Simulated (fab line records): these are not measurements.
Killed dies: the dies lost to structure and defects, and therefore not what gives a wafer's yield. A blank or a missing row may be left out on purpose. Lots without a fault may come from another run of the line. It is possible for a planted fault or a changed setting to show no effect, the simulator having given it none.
fab line records	flow gf180mcu
record: lots: 5	wafers: 15	lastDay: 34
route steps=602 shown V2@393
lots that met no fault: from a run of the same line without faults
startH: the number of hours between the record's first day and the start of the first shown wafer of the lot	waitH: how many hours have passed since the lot's step before this one	" identical to the entry in the row above	L1.1+2: a row that stands for several wafers	- no value present, or no start provided	* or withheld: withheld	< > ~ a bound
route shown NAME@n: NAME is a module with steps in the file, n the number in the route of the first one	usual: mean/standard deviation of fault-free wafers	same: alike in all rows	chamber/n: place in a boat	sites: per-site readings	_std_site: standard deviation of those values	_edge_site: the outer-site mean with the inner-site mean subtracted	radiusMm: how far each site lies from the wafer's centre	mask NAME#n: copy n	behind: the last tool/chamber to shape the wafer	hold: why the lot was held/for how many hours/how that ended	device: the transistor (n, p or np) that didn't switch	end of line: tests of these same wafers at the route's end	a step without rows: its recipe alone	killed: not the wafer's yield, but the dies lost to structure and defects at the first sort	map: per-die view of a wafer (x killed, . not killed, _ where there is no die)
set.NAME: the run value of the setting; set.NAME@STEP: its run value at that earlier step	model.NAME: the simulator's own value behind a step, which no gauge read
certain route steps with their lots: each step a table, each wafer a row
services: a tool's chamber out of use, with start hour (startH, from the record's first day; less than 0 if before it), hours out, and reason
== steps ==
step: GF_V2_EXPOSE_11
recipe: maskId: Via2	targetCdNm: 260	na: 0.68	sourceShape: conventional	sigmaOuter: 0.6	doseMj: 38
step: GF_V2_PEB_12
recipe: pebTempC: 135	pebTimeS: 90	resist: KrF
step: GF_V2_DEVELOP_13
recipe: developTimeS: 60	resist: KrF	devTempC: 21
step: GF_V2_CD_MEAS_14
recipe: targetCdNm: 260
usual: cdNm: 259.8/1.3
lot.wafer	tool	chamber	startH	waitH	cdNm
L343.1	cdSem-02	-	474.53	0.1	260.6
L343.4	"	-	"	"	261.1
L343.6	"	-	"	"	259.5
L350.1	cdSem-01	-	541.85	0.1	261.9
L350.2	"	-	"	"	261.0
L350.4	"	-	"	"	261.1
L360.1	cdSem-02	-	613.11	0.1	262.3
L360.2	"	-	"	"	260.8
L360.5	"	-	"	"	261.4
L363.1	cdSem-01	-	636.48	0.1	261.2
L363.3	"	-	"	"	262.0
L363.6	"	-	"	"	260.1
L364.1	cdSem-01	-	643.11	0.1	260.6
L364.2	"	-	"	"	259.1
L364.6	"	-	"	"	260.7
step: GF_V2_OVL_MEAS_15
usual: V2_OVL: -3/6.4
lot.wafer	tool	chamber	startH	waitH	V2_OVL[nm]
L343.1	overlay-01	-	474.65	0.1	2
L343.4	"	-	"	"	5
L343.6	"	-	"	"	8
L350.1	overlay-01	-	541.97	0.1	-11
L350.2	"	-	"	"	-13
L350.4	"	-	"	"	-13
L360.1	overlay-02	-	613.23	0.1	1
L360.2	"	-	"	"	-8
L360.5	"	-	"	"	7
L363.1	overlay-01	-	636.60	0.1	2
L363.3	"	-	"	"	3
L363.6	"	-	"	"	-6
L364.1	overlay-01	-	643.23	0.1	0
L364.2	"	-	"	"	-1
L364.6	"	-	"	"	1
step: GF_V2_ETCH_16
recipe: chemistry: N2/H2	targetDepthA: withheld	overetchA: withheld	timeS: withheld	target: BARC	ionEnergyEv: 200	sourceW: 500	biasW: 100	pressureMtorr: 30	n2FlowSccm: 100	h2FlowSccm: 200
usual: drypumpMotorCurrentA: 5.6/0.34	oesProductAu: 0.855/0.0053	throttleValvePct: 13.223/0.0087
lot.wafer	tool	chamber	startH	waitH	drypumpMotorCurrentA	oesProductAu	throttleValvePct
L343.1	rieDiel-02	1	474.69	0.0	5.1	0.851	13.224
L343.4	"	0	"	"	5.4	0.857	13.207
L343.6	"	3	"	"	5.9	0.851	13.230
L350.1	rieDiel-02	2	542.00	0.0	5.8	0.862	13.227
L350.2	"	1	"	"	5.1	0.867	13.221
L350.4	"	3	"	"	5.9	0.855	13.211
L360.1	rieDiel-04	1	613.27	0.0	5.3	0.847	13.224
L360.2	"	2	"	"	5.7	0.845	13.241
L360.5	"	1	"	"	5.3	0.855	13.238
L363.1	rieDiel-04	0	636.63	0.0	5.3	0.861	13.222
L363.3	"	1	"	"	5.3	0.859	13.225
L363.6	"	3	"	"	5.9	0.855	13.216
L364.1	rieDiel-02	0	643.27	0.0	5.4	0.857	13.221
L364.2	"	1	"	"	5.1	0.851	13.224
L364.6	"	2	"	"	5.9	0.850	13.233
step: GF_V2_ETCH_17
recipe: chemistry: C4F8/O2/Ar	maskMaterial: KrF	target: SiO2	stopOn: TiN	sourceW: 1500	biasW: 1200	pressureMtorr: 40	c4f8FlowSccm: withheld	O2_flow_sccm: 6	Ar_flow_sccm: 300	timeS: withheld	targetDepthA: 6300
usual: oesProductAu: 0.856/0.0045
lot.wafer	tool	chamber	startH	waitH	oesProductAu
L343.1	rieDiel-02	1	-	-	0.864
L343.4	"	0	"	"	0.862
L343.6	"	3	"	"	0.851
L350.1	rieDiel-02	2	-	-	0.864
L350.2	"	1	"	"	0.858
L350.4	"	3	"	"	0.856
L360.1	rieDiel-04	1	-	-	0.852
L360.2	"	2	"	"	0.851
L360.5	"	1	"	"	0.854
L363.1	rieDiel-04	0	-	-	0.852
L363.3	"	1	"	"	0.852
L363.6	"	3	"	"	0.855
L364.1	rieDiel-02	0	-	-	0.850
L364.2	"	1	"	"	0.862
L364.6	"	2	"	"	0.851
step: GF_V2_STRIP_18
recipe: chemistry: O2/N2	powerW: 1400	pressureMtorr: 1500	platenTempC: 250	o2FlowSccm: 3000	n2FlowSccm: 300	overashFraction: 0.5
usual: drypumpMotorCurrentA: 6.04/0.15	heaterPowerW: 335/16	oesProductAu: 0.592/0.0051
lot.wafer	tool	chamber	startH	waitH	drypumpMotorCurrentA	heaterPowerW	oesProductAu	rfHoursCounterH
L343.1	plasmaAsher-02	1	474.82	-	6.10	322	0.587	5
L343.4	"	1	"	"	6.10	331	0.593	-
L343.6	"	1	"	"	6.14	329	0.601	-
L350.1	plasmaAsher-04	0	542.13	-	5.86	347	0.589	76
L350.2	"	1	"	"	6.12	319	0.594	76
L350.4	"	1	"	"	6.10	320	0.593	-
L360.1	plasmaAsher-02	1	613.40	-	6.11	333	0.599	19
L360.2	"	0	"	"	6.03	343	0.594	19
L360.5	"	0	"	"	6.05	341	0.588	-
L363.1	plasmaAsher-04	0	636.76	-	5.84	339	0.582	87
L363.3	"	1	"	"	6.11	328	0.590	-
L363.6	"	0	"	"	5.86	343	0.585	-
L364.1	plasmaAsher-03	0	643.39	-	6.25	310	0.578	59
L364.2	"	1	"	"	5.72	378	0.590	59
L364.6	"	1	"	"	5.72	385	0.594	-
step: GF_V2_STRIP_19
recipe: chemistry: postEtchResidueRemover	timeS: 1200	tempC: 72.5
step: GF_V2_CLEAN_20
recipe: chemistry: DIW	dry: n2Spin
step: GF_V2_SPUTTER_21
recipe: material: Ti	targetThkNm: 15	chamberPressurePa: 5	powerW: 2500	substrateTempC: 200	timeS: 80.02
usual: throttleValvePct: 30.3/1
lot.wafer	tool	chamber	startH	waitH	throttleValvePct
L343.1	pvdSputter-04	-	475.38	0.0	30.7
L343.4	"	-	"	"	30.6
L343.6	"	-	"	"	32.1
L350.1	pvdSputter-04	-	542.70	0.0	30.8
L350.2	"	-	"	"	30.8
L350.4	"	-	"	"	32.1
L360.1	pvdSputter-02	-	613.93	0.0	30.9
L360.2	"	-	"	"	31.3
L360.5	"	-	"	"	30.8
L363.1	pvdSputter-03	-	637.30	0.0	28.9
L363.3	"	-	"	"	31.3
L363.6	"	-	"	"	28.6
L364.1	pvdSputter-02	-	643.97	0.0	28.8
L364.2	"	-	"	"	30.8
L364.6	"	-	"	"	29.2
step: GF_V2_SPUTTER_22
recipe: material: TiN	targetThkNm: 10	chamberPressurePa: 5	powerW: 4000	timeS: 40
usual: throttleValvePct: 30.3/0.99
lot.wafer	tool	chamber	startH	waitH	throttleValvePct
L343.1	pvdSputter-04	-	475.44	0.0	30.5
L343.4	"	-	"	"	30.6
L343.6	"	-	"	"	32.2
L350.1	pvdSputter-04	-	542.76	0.0	30.6
L350.2	"	-	"	"	30.9
L350.4	"	-	"	"	31.9
L360.1	pvdSputter-02	-	613.99	0.0	30.5
L360.2	"	-	"	"	31.0
L360.5	"	-	"	"	30.8
L363.1	pvdSputter-03	-	637.36	0.0	28.8
L363.3	"	-	"	"	31.4
L363.6	"	-	"	"	28.8
L364.1	pvdSputter-02	-	644.03	0.0	29.2
L364.2	"	-	"	"	31.1
L364.6	"	-	"	"	29.3
step: GF_V2_CVD_23
recipe: material: W	targetThkNm: 350	timeS: 104.94	tempC: 400	pressureTorr: 40
usual: heaterPowerW: 905/74
lot.wafer	tool	chamber	startH	waitH	heaterPowerW	model.W_of_V2_CVD_23.thkNm
L343.1	cvdW-02	0	475.48	0.0	797	356.8
L343.4	"	0	"	"	820	357.5
L343.6	"	0	"	"	817	351.1
L350.1	cvdW-02	1	542.80	0.0	946	347.5
L350.2	"	0	"	"	820	353.7
L350.4	"	1	"	"	961	348.7
L360.1	cvdW-02	1	614.03	0.0	963	345.8
L360.2	"	1	"	"	950	338.2
L360.5	"	1	"	"	937	345.2
L363.1	cvdW-01	0	637.40	0.0	867	352.8
L363.3	"	1	"	"	993	348
L363.6	"	0	"	"	863	350
L364.1	cvdW-01	1	644.07	0.0	985	348
L364.2	"	0	"	"	815	353.8
L364.6	"	0	"	"	845	350.4
step: GF_V2_RS_MEAS_24
recipe: thkMeasGauge: four-point-probe	reads: W_of_V2_CVD_23+TiN_of_V2_SPUTTER_22+Ti_of_V2_SPUTTER_21
usual: V2_W_RS: 0.327/0.0045
lot.wafer	tool	chamber	startH	waitH	V2_W_RS[ohm/sq]
L343.1	filmMetro-01	-	475.70	0.2	0.322
L343.4	"	-	"	"	0.321
L343.6	"	-	"	"	0.326
L350.1	filmMetro-01	-	542.91	0.1	0.329
L350.2	"	-	"	"	0.324
L350.4	"	-	"	"	0.329
L360.1	filmMetro-03	-	614.25	0.2	0.331
L360.2	"	-	"	"	0.339
L360.5	"	-	"	"	0.332
L363.1	filmMetro-01	-	637.51	0.1	0.324
L363.3	"	-	"	"	0.329
L363.6	"	-	"	"	0.327
L364.1	filmMetro-01	-	644.18	0.1	0.329
L364.2	"	-	"	"	0.324
L364.6	"	-	"	"	0.326
== services ==
tool	chamber	startH	hours	kind
cvdW-02	1	456.06	22.6	repair
pvdSputter-04	-	465.43	1.5	repair
plasmaAsher-02	-	468.66	0.7	repair
plasmaAsher-04	-	477.12	9.7	repair
cvdW-02	-	492.55	6.2	repair
plasmaAsher-02	-	509.73	1.9	repair
plasmaAsher-02	-	512.98	2.9	repair
rieDiel-02	2	519.87	6.1	repair
rieDiel-04	1	529.56	3.1	repair
pvdSputter-03	-	544.75	7.7	repair
plasmaAsher-02	-	550.72	3.0	repair
rieDiel-02	1	555.44	-	clean
rieDiel-02	1	555.44	23.2	scheduledDown
pvdSputter-04	-	556.84	7.5	repair
rieDiel-02	0	565.03	6.1	repair
cvdW-02	-	575.72	1.5	repair
rieDiel-04	-	590.78	1.1	repair
rieDiel-04	2	596.95	3.9	repair
cvdW-02	0	609.66	40.0	repair
plasmaAsher-02	-	620.57	14.6	pm
plasmaAsher-03	-	624.30	0.3	repair
cvdW-02	1	630.67	8.5	repair
pvdSputter-02	-	634.24	4.5	repair
plasmaAsher-02	-	640.98	33.0	pm
== key ==
firstSign none at tools or gauges
modelEffect: step: GF_V2_CVD_23	value: W_of_V2_CVD_23.thkNm	without: 348	struck: 338.2
metAt GF_V2_CVD_23
struckWafers L360.2
onsetBetween 542.80 614.03
fault: kind: processParameterDrift	tool: cvdW-02	chamber: -	onsetH: 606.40	steps: GF_V2_CVD_23	channel: targetThkNm	offset: -9.9348	shape: step	endH: 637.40	scope: struckWafersOnly	actsIn: theseRecipesOnly	stated: 350
